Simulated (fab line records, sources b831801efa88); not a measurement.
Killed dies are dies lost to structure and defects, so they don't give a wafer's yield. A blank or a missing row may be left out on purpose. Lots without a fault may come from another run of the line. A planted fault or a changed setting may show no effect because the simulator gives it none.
Which tool did it? | flow gf180mcu | 13 lots, 36 wafers sampled, at 5 steps of a route of 602

WHAT THE GAUGES READ, wafer by wafer
GF_MVSD_OVL_MEAS_07. Usual: MVSD_OVL 0.3 nm, standard deviation 1.5.
lot  | measured    | on         | MVSD_OVL (nm)  | flag
L740 | day 5 04:49 | overlay-02 | 1.2 0.3 1.0    |
L741 | day 5 05:22 | overlay-01 | -2.0 -0.7 -1.4 |
L744 | day 5 13:56 | overlay-01 | -1.8 0.0 -0.3  |
L745 | day 6 00:10 | overlay-01 | -0.4 -1.1 -3.0 |
L746 | day 6 05:31 | overlay-02 | -1.1 1.3 -1.0  |
L748 | day 6 13:55 | overlay-02 | -2.3 -2.0 -1.9 |
L753 | day 7 19:24 | overlay-01 | 1.9 -0.7 0.7   |
L756 | day 8 14:52 | overlay-01 | 1.9 2.0        |
L758 | day 9 01:22 | overlay-01 | 1.7 1.6        |
L759 | day 9 04:40 | overlay-01 | -2.7 0.6       |
L760 | day 9 15:15 | overlay-02 | 1.7 1.7 0.6    |
L761 | day 9 17:16 | overlay-01 | 1.6 1.2 1.0    |
L762 | day 9 22:06 | overlay-02 | -0.7 2.5 -0.8  |

GF_VT_IMPLANT_RS_MEAS_48: measures by four-point-probe. Usual: LVPWELL_RS 1197 ohm/sq, standard deviation 3.4.
lot  | measured     | on            | LVPWELL_RS (ohm/sq) | flag
L740 | day 8 10:41  | film_metro-04 | 1202 1201 1200      |
L741 | day 8 10:49  | film_metro-02 | 1196 1197 1197      |
L744 | day 8 19:43  | film_metro-03 | 1195 1198 1196      |
L745 | day 9 08:17  | film_metro-02 | 1198 1193 1196      |
L746 | day 9 14:38  | film_metro-04 | 1195 1198 1198      |
L748 | day 10 00:02 | film_metro-02 | 1191 1198 1194      |
L753 | day 11 10:41 | film_metro-04 | 1199 1196 1195      |
L756 | day 12 10:14 | film_metro-03 | 1198 1154           | OFF
L758 | day 12 22:43 | film_metro-04 | 1202 1153           | OFF
L759 | day 13 02:46 | film_metro-04 | 1154 1196           | OFF
L760 | day 13 15:41 | film_metro-03 | 1200 1202 1200      |
L761 | day 13 16:45 | film_metro-02 | 1192 1195 1194      |
L762 | day 14 00:34 | film_metro-02 | 1196 1193 1193      |

WHICH TOOL RAN EACH LOT (tool, then ch and the chambers of the sampled wafers, then the start)
lot  | GF_NWELL_STRIP_10                   | GF_LVPWELL_IMPLANT_09          | GF_VT_IMPLANT_STRIP_09
L740 | plasma_asher-04 ch 0,1, day 4 01:35 | implanter-01 ch 0, day 4 15:31 | plasma_asher-02 ch 0,1, day 6 10:20
L741 | plasma_asher-02 ch 0,1, day 4 01:41 | implanter-04 ch 0, day 4 15:47 | plasma_asher-03 ch 0,1, day 6 10:38
L744 | plasma_asher-02 ch 1, day 4 09:35   | implanter-02 ch 0, day 4 23:37 | plasma_asher-03 ch 0,1, day 6 19:20
L745 | plasma_asher-02 ch 0,1, day 4 19:32 | implanter-01 ch 0, day 5 09:25 | plasma_asher-04 ch 0,1, day 7 06:55
L746 | plasma_asher-02 ch 0,1, day 5 00:08 | implanter-02 ch 0, day 5 14:31 | plasma_asher-04 ch 0,1, day 7 12:19
L748 | plasma_asher-04 ch 0,1, day 5 08:23 | implanter-01 ch 0, day 5 22:49 | plasma_asher-04 ch 0,1, day 7 21:52
L753 | plasma_asher-02 ch 0, day 6 12:34   | implanter-02 ch 0, day 7 03:35 | plasma_asher-04 ch 0,1, day 9 04:22
L756 | plasma_asher-03 ch 0, day 7 06:43   | implanter-01 ch 0, day 7 22:40 | plasma_asher-04 ch 0, day 10 01:32
L758 | plasma_asher-02 ch 1, day 7 16:29   | implanter-01 ch 0, day 8 09:06 | plasma_asher-04 ch 0, day 10 12:53
L759 | plasma_asher-04 ch 0,1, day 7 20:15 | implanter-01 ch 0, day 8 12:29 | plasma_asher-02 ch 0,1, day 10 16:23
L760 | plasma_asher-04 ch 0,1, day 8 05:35 | implanter-02 ch 0, day 8 22:13 | plasma_asher-04 ch 0,1, day 11 03:26
L761 | plasma_asher-03 ch 0,1, day 8 07:50 | implanter-02 ch 0, day 9 00:09 | plasma_asher-03 ch 0,1, day 11 05:20
L762 | plasma_asher-04 ch 1, day 8 12:26   | implanter-04 ch 0, day 9 04:43 | plasma_asher-04 ch 0,1, day 11 11:22
- GF_NWELL_STRIP_10: strips in O2/N2.
- GF_LVPWELL_IMPLANT_09
- GF_VT_IMPLANT_STRIP_09: strips in O2/N2.

WHAT THE TOOLS THEMSELVES READ (means of the sampled wafers that have a number; where no wafer has one, the mark that the record gives instead)
GF_NWELL_STRIP_10. Usual: drypump_motor_current_A 5.8 A, standard deviation 0.4; heater_power_w 321 W, standard deviation 24; oes_product_au 0.722 a.u., standard deviation 0.0039; strip_time_to_endpoint_s 36.93 s, standard deviation 0.097.
lot  | tool            | drypump_motor_current_A (A) | heater_power_w (W) | oes_product_au (a.u.) | strip_time_to_endpoint_s (s) | flag
L740 | plasma_asher-04 | 5.4                         | 299                | 0.722                 | 36.95                        |
L741 | plasma_asher-02 | 5.8                         | 347                | 0.722                 | 36.94                        |
L744 | plasma_asher-02 | 5.7                         | 359                | 0.725                 | 36.90                        |
L745 | plasma_asher-02 | 5.8                         | 346                | 0.723                 | 36.94                        |
L746 | plasma_asher-02 | 5.8                         | 346                | 0.724                 | 37.00                        |
L748 | plasma_asher-04 | 5.8                         | 308                | 0.722                 | 36.85                        |
L753 | plasma_asher-02 | 6.0                         | 312                | 0.723                 | 36.76                        |
L756 | plasma_asher-03 | 6.5                         | 336                | 0.720                 | 37.05                        |
L758 | plasma_asher-02 | 5.7                         | 350                | 0.720                 | 36.88                        |
L759 | plasma_asher-04 | 5.7                         | 298                | 0.719                 | 36.88                        |
L760 | plasma_asher-04 | 5.4                         | 297                | 0.723                 | 36.92                        |
L761 | plasma_asher-03 | 6.3                         | 332                | 0.722                 | 36.93                        |
L762 | plasma_asher-04 | 5.1                         | 283                | 0.723                 | 36.82                        |

GF_LVPWELL_IMPLANT_09. Usual: beam_energy_keV 59.998, standard deviation 0.018; beam_on_s 10.00 s, standard deviation 0.21; faraday_current_uA 28.2, standard deviation 0.6.
lot  | tool         | beam_energy_keV | beam_on_s (s) | faraday_current_uA | flag
L740 | implanter-01 | 59.994          | 10.12         | 27.9               |
L741 | implanter-04 | 59.997          | 9.98          | 28.4               |
L744 | implanter-02 | 59.994          | 10.04         | 28.1               |
L745 | implanter-01 | 60.016          | 9.98          | 28.3               |
L746 | implanter-02 | 60.014          | 10.05         | 28.1               |
L748 | implanter-01 | 59.992          | 10.20         | 27.7               |
L753 | implanter-02 | 59.981          | 10.20         | 27.6               |
L756 | implanter-01 | 59.986          | 11.20         | 25.5               | OFF
L758 | implanter-01 | 60.004          | 11.24         | 25.4               | OFF
L759 | implanter-01 | 60.013          | 11.15         | 25.6               | OFF
L760 | implanter-02 | 59.977          | 10.08         | 27.9               |
L761 | implanter-02 | 59.996          | 10.23         | 27.6               |
L762 | implanter-04 | 59.983          | 9.94          | 28.4               |

GF_VT_IMPLANT_STRIP_09. Usual: drypump_motor_current_A 5.8 A, standard deviation 0.45; heater_power_w 315 W, standard deviation 23; oes_product_au 0.716 a.u., standard deviation 0.0048; strip_time_to_endpoint_s 12.61 s, standard deviation 0.035.
lot  | tool            | drypump_motor_current_A (A) | heater_power_w (W) | oes_product_au (a.u.) | strip_time_to_endpoint_s (s) | flag
L740 | plasma_asher-02 | 5.9                         | 323                | 0.715                 | 12.63                        |
L741 | plasma_asher-03 | 6.3                         | 336                | 0.719                 | 12.62                        |
L744 | plasma_asher-03 | 6.4                         | 332                | 0.719                 | 12.64                        |
L745 | plasma_asher-04 | 5.5                         | 295                | 0.715                 | 12.59                        |
L746 | plasma_asher-04 | 5.4                         | 293                | 0.715                 | 12.64                        |
L748 | plasma_asher-04 | 5.8                         | 304                | 0.718                 | 12.53                        |
L753 | plasma_asher-04 | 5.8                         | 303                | 0.714                 | 12.60                        |
L756 | plasma_asher-04 | 6.1                         | 318                | 0.716                 | 12.64                        |
L758 | plasma_asher-04 | 6.1                         | 324                | 0.715                 | 12.61                        |
L759 | plasma_asher-02 | 5.8                         | 332                | 0.716                 | 12.59                        |
L760 | plasma_asher-04 | 5.4                         | 294                | 0.716                 | 12.62                        |
L761 | plasma_asher-03 | 6.1                         | 323                | 0.720                 | 12.60                        |
L762 | plasma_asher-04 | 5.8                         | 310                | 0.713                 | 12.65                        |

THE ANSWER, worked out from the rows above alone
Rule: a lot is off if the mean of its wafers that have a number lies more than 3 standard deviations from the usual mean. A lot without any number at a reading at which 4 lots or more have one is off too. The other lots that the step has rows for count as sound. The gauges are gone through in route order, then the tools' own readings, and for those a lot's mean is taken as printed above. The first step at which some lot is off is used, and at that step the reading that is off furthest; a lot without a number counts as furthest.
Off: L756, L758, L759, at GF_VT_IMPLANT_RS_MEAS_48 (LVPWELL_RS).
A tool fits if, at a process step before that reading, it ran every lot that is off, and no sound lot after the first of them. The gauges at GF_VT_IMPLANT_RS_MEAS_48 aren't tried: what is off there is off at GF_LVPWELL_IMPLANT_09 too, on other tools, and a gauge's error can't cause that. One fits: implanter-01 at GF_LVPWELL_IMPLANT_09. Its last sound lot is L748 (day 5 22:49), its first lot that is off L756 (day 7 22:40): a fault that began between those two fits.
The tool's own readings at GF_LVPWELL_IMPLANT_09 bear it out: on the lots that are off they differ by more than 5 times the standard deviation of the sound lots' means. beam_on_s reads 11.20 s there against 10.08 s on the sound lots; faraday_current_uA reads 25.5 there against 28.0 on the sound lots.

WHAT THE SIMULATOR HAD PUT IN
Process parameter drift: implanter-01, from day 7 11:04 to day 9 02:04, at GF_LVPWELL_IMPLANT_09. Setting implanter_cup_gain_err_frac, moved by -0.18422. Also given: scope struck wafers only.
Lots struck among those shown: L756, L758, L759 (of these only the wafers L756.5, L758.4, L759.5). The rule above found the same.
